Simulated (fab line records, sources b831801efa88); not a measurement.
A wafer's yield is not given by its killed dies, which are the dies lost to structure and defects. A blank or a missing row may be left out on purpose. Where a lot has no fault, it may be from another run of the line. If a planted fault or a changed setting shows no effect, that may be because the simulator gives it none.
A lot that was struck, set against a sound lot	flow gf180mcu	23 out of 602 route steps
Sound: wafers L306.3, L306.5, L306.6. Struck: wafers L303.1, L303.3, L303.5. Last of all comes the cause.
For every step that has rows: the tool of each side, followed by ch and its chambers, followed by its first start. Under that, the readings that differ: sound wafers	struck wafers	difference of the means	sigmas: that difference in standard deviations of wafers without a fault.
alike: same words and numbers on both sides, and readings whose means sit less than 2 such deviations apart. not compared: any withheld reading, any reading some wafer has no value for, any bound like >300 that may hide the same value, and any number with overlapping values for which the record gives no deviation.
Wherever a step has rows on one side only, a row that says differs or no value, or a row with sigmas, the two part there. Non-overlapping numbers with no deviation appear without sigmas and do not part them. Lack of a reading on every wafer of one side parts them only where that side has two or more wafers.

GF_V5_RS_MEAS_24: uses a four-point probe to measure.
  sound on filmMetro-02, day 32 07:25; struck on filmMetro-03, day 31 13:46
  alike: V5_W_RS
GF_V5_THK_MEAS_25: measures by xrf.
  sound on filmMetro-02, day 32 07:31; struck on filmMetro-03, day 31 13:53
  alike: V5_W_THK
GF_V5_CMP_26: polishes, stops on SiO2, t overpolish 15 s, target thk 0 nm.
  sound on cmp-01 ch 1,2, day 32 07:33; struck on cmp-01 ch 0,1,3, day 31 14:00
  alike: motorCurrentA, overpolishRunS, timeToEndpointS
GF_TOP_METAL_SPUTTER_00: material Ti, target thk 37.5 nm, time 150 s.
  sound on pvdSputter-02, day 32 07:51; struck on pvdSputter-04, day 31 14:15
  alike: throttleValvePct
GF_TOP_METAL_SPUTTER_01: material TiN, target thk 30 nm, time 25 s.
  sound on pvdSputter-02, day 32 07:57; struck on pvdSputter-04, day 31 14:21
  alike: throttleValvePct
GF_TOP_METAL_SPUTTER_02: material AlCu, target thk 900 nm, time 47.82 s.
  sound on pvdSputter-02, day 32 07:59; struck on pvdSputter-04, day 31 14:23
  alike: throttleValvePct
GF_TOP_METAL_SPUTTER_03: material Ti, target thk 5 nm, time 3.3 s.
  sound on pvdSputter-02, day 32 08:01; struck on pvdSputter-04, day 31 14:25
  alike: throttleValvePct
then, 1 step without rows for these wafers: GF_TOP_METAL_SPUTTER_04 (material TiN, target thk 25 nm, time 20.8 s).
GF_TOP_METAL_RS_MEAS_05: uses a four-point probe to measure.
  sound on filmMetro-03, day 32 08:07; struck on filmMetro-04, day 31 14:28
  alike: TOP_METAL_ALCU_RS
GF_TOP_METAL_THK_MEAS_06: measures by xrf.
  sound on filmMetro-03, day 32 08:13; struck on filmMetro-04, day 31 14:35
  alike: TOP_METAL_ALCU_THK
then, 2 steps without rows for these wafers: GF_TOP_METAL_DEHYDRATE_07 (time 60 s); GF_TOP_METAL_HMDS_08 (prime time 60 s).
GF_TOP_METAL_COAT_09: resist thk 1500 nm.
  sound on lithoTrack-02 ch 0, day 32 15:53; struck on lithoTrack-04 ch 0, day 31 22:24
reading	sound	struck	difference	sigmas
spinSpeedRpm (rpm)	2997.8 2998.3 2999.6	3261.3 3262.6 3265.2	+264.5	+99 or more
model.NOVOLAK_of_TOP_METAL_COAT_09.thkNm (nm)	1494 1500 1497	1441 1444 1440	-55	
  alike: chillPlateTempC, dispensePressureKPa
then, 4 steps without rows for these wafers: GF_TOP_METAL_SOFTBAKE_10 (time 60 s); GF_TOP_METAL_EXPOSE_11 (exposes mask MetalTop, target cd 440 nm); GF_TOP_METAL_PEB_12; GF_TOP_METAL_DEVELOP_13 (develop time 60 s).
GF_TOP_METAL_CD_MEAS_14 targets a cd of 440 nm.
  sound on cdSem-02, day 33 00:03; struck on cdSem-01, day 32 06:44
reading	sound	struck	difference	sigmas
cdNm (nm)	441.3 441.3 440.9	437.7 439.2 436.4	-3.4	-2
  not compared: hold
GF_TOP_METAL_OVL_MEAS_15:
  sound on overlay-01, day 33 00:08; struck on overlay-02, day 32 06:51
  alike: TOP_METAL_OVL
  not compared: hold
GF_TOP_METAL_METAL_ETCH_16: etches the open film in Cl2/BCl3, stops on SiO2, target depth 1197 nm, time 199.5 s.
  sound on rieMetal-01 ch 0,1, day 33 00:14; struck on rieMetal-01 ch 0,1, day 32 06:53
reading	sound	struck	difference	sigmas
model.NOVOLAK_of_TOP_METAL_COAT_09.thkNm (nm)	1024 1032 1021	970.7 964.6 964.9	-58.9	
  alike: drypumpMotorCurrentA, oesProductAu, throttleValvePct
  not compared: rfHoursCounterH
GF_TOP_METAL_STRIP_17: strips in O2/N2.
  sound on plasmaAsher-01 ch 0,1, day 33 00:23; struck on plasmaAsher-01 ch 0,1, day 32 07:05
reading	sound	struck	difference	sigmas
stripTimeToEndpointS (s)	12.92 13.03 12.91	12.36 12.31 12.33	-0.62	-7
  alike: drypumpMotorCurrentA, heaterPowerW, oesProductAu
  not compared: rfHoursCounterH
then, 1 step without rows for these wafers: GF_TOP_METAL_STRIP_18 (strips in post etch residue remover, time 1200 s).
GF_PASSIVATION_PROBE_99:
  the record holds rows for the sound wafers here (prober-01, day 33 19:30) but none for the struck ones

== WHERE THEY PART ==
First at GF_TOP_METAL_COAT_09; last, within this record, at GF_PASSIVATION_PROBE_99.

WHY: whatever the simulator had introduced
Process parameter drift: lithoTrack-04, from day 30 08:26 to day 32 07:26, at GF_TOP_METAL_COAT_09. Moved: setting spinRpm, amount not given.
